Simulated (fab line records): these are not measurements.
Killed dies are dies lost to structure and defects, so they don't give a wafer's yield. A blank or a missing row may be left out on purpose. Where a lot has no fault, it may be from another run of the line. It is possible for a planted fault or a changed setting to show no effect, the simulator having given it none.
Which tool was responsible? | flow gf180mcu | 13 lots with 39 wafers sampled at 3 steps, on a route of 602 steps

## WHAT THE GAUGES READ, wafer by wafer
GF_HV_LDD_TW_MEAS_38. Usual: HV_LDD_3_TW typically reads 1439, with standard deviation 8.7.
lot  | measured     | on            | HV_LDD_3_TW    | flag
L325 | day 11 07:46 | film_metro-04 | 1450 1443 1441 |
L327 | day 12 03:19 | film_metro-04 | 1445 1442 1434 |
L328 | day 12 10:55 | film_metro-02 | 1430 1434 1434 |
L329 | day 12 17:40 | film_metro-02 | 1435 1432 1442 |
L330 | day 13 06:47 | film_metro-02 | 1433 1433 1435 |
L331 | day 13 08:44 | film_metro-04 | 1448 1453 1451 |
L338 | day 15 18:22 | film_metro-04 | 1453 1454 1452 |
L339 | day 16 02:31 | film_metro-02 | 1424 1427 1428 |
L340 | day 16 16:11 | film_metro-04 | 1443 1447 1451 |
L343 | day 17 16:10 | film_metro-04 | 1441 1436 1447 |
L346 | day 18 13:06 | film_metro-04 | 1446 1435 1444 |
L347 | day 18 22:01 | film_metro-04 | 1446 1441 1446 |
L348 | day 19 08:13 | film_metro-02 | 1428 1428 1430 |

GF_HV_LDD_THK_MEAS_55. Usual: HV_LDD_CVD_54_THK typically reads 10.00 nm, with standard deviation 0.13.
lot  | measured     | on            | HV_LDD_CVD_54_THK (nm) | flag
L325 | day 12 04:54 | film_metro-01 | 10.09 10.09 10.11      |
L327 | day 13 00:11 | film_metro-04 | 10.07 10.00 10.07      |
L328 | day 13 07:59 | film_metro-01 | 9.77 9.78 9.86         |
L329 | day 13 15:47 | film_metro-04 | 9.98 9.85 9.80         |
L330 | day 14 04:36 | film_metro-01 | 10.12 10.11 9.99       |
L331 | day 14 06:31 | film_metro-04 | 10.07 9.88 9.91        |
L338 | day 16 17:49 | film_metro-02 | 9.99 9.85 10.01        |
L339 | day 17 02:22 | film_metro-02 | 10.11 10.11 10.06      |
L340 | day 17 15:47 | film_metro-04 | 10.00 9.69 9.85        |
L343 | day 18 16:53 | film_metro-01 | 10.04 10.01 10.06      |
L346 | day 19 15:18 | film_metro-04 | 9.88 9.89 10.05        |
L347 | day 20 00:23 | film_metro-04 | 9.93 9.85 9.93         |
L348 | day 20 10:23 | film_metro-01 | 9.98 10.09 9.74        |

## EACH LOT AND THE TOOL THAT RAN IT (in order: tool; ch and the chambers of the sampled wafers; start)
lot  | GF_HV_LDD_STRIP_10
L325 | plasma_asher-01 ch 0,1, day 9 19:13
L327 | plasma_asher-01 ch 0,1, day 10 13:25
L328 | plasma_asher-03 ch 0,1, day 10 19:58
L329 | plasma_asher-03 ch 0,1, day 11 02:28
L330 | plasma_asher-03 ch 1, day 11 14:52
L331 | plasma_asher-01 ch 0,1, day 11 16:33
L338 | plasma_asher-02 ch 0,1, day 14 00:04
L339 | plasma_asher-02 ch 0, day 14 07:34
L340 | plasma_asher-02 ch 0,1, day 14 19:31
L343 | plasma_asher-01 ch 0, day 15 18:43
L346 | plasma_asher-01 ch 0,1, day 16 14:14
L347 | plasma_asher-03 ch 0,1, day 16 22:25
L348 | plasma_asher-03 ch 0,1, day 17 08:10
- GF_HV_LDD_STRIP_10: strips in O2/N2.

## WHAT THE TOOLS THEMSELVES READ (means of the sampled wafers that have a number; where no wafer has one, the mark that the record gives instead)
GF_HV_LDD_STRIP_10. Usual: drypump_motor_current_A 5.8 A, standard deviation 0.56; heater_power_w 307 W, standard deviation 26; oes_product_au 0.716 a.u., standard deviation 0.0046; strip_time_to_endpoint_s 12.63 s, standard deviation 0.039.
lot  | tool            | drypump_motor_current_A (A) | heater_power_w (W) | oes_product_au (a.u.) | strip_time_to_endpoint_s (s) | flag
L325 | plasma_asher-01 | 6.1                         | 281                | 0.713                 | 12.61                        |
L327 | plasma_asher-01 | 5.7                         | 283                | 0.719                 | 12.67                        |
L328 | plasma_asher-03 | 5.7                         | 330                | 0.719                 | 12.58                        |
L329 | plasma_asher-03 | 5.7                         | 335                | 0.717                 | 12.68                        |
L330 | plasma_asher-03 | 5.2                         | 327                | 0.718                 | 12.55                        |
L331 | plasma_asher-01 | 5.7                         | 278                | 0.713                 | 12.64                        |
L338 | plasma_asher-02 | 5.7                         | 312                | 0.717                 | 12.59                        |
L339 | plasma_asher-02 | 5.7                         | 316                | 0.715                 | 12.65                        |
L340 | plasma_asher-02 | 5.7                         | 311                | 0.716                 | 12.64                        |
L343 | plasma_asher-01 | 5.4                         | 281                | 0.720                 | 12.62                        |
L346 | plasma_asher-01 | 5.7                         | 282                | 0.718                 | 12.66                        |
L347 | plasma_asher-03 | 5.7                         | 330                | 0.714                 | 12.69                        |
L348 | plasma_asher-03 | 5.7                         | 331                | 0.711                 | 12.64                        |

## THE ANSWER, worked out from the rows above alone
Rule: lot off if the mean of its wafers having a number is beyond 3 standard deviations from the usual mean. Also off: a lot with no number at a reading for which 4 or more lots have one. Where the step has rows for the other lots, those lots are counted as sound. After the gauges, taken in route order, come the tools' own readings; for these a lot's mean is taken, as printed above. At the first step where some lot is off, the reading lying furthest off is the one used; lots without a number count as furthest.
No lot is off on any of the readings shown, so nothing can be concluded from this.

## WHAT THE SIMULATOR PUT IN
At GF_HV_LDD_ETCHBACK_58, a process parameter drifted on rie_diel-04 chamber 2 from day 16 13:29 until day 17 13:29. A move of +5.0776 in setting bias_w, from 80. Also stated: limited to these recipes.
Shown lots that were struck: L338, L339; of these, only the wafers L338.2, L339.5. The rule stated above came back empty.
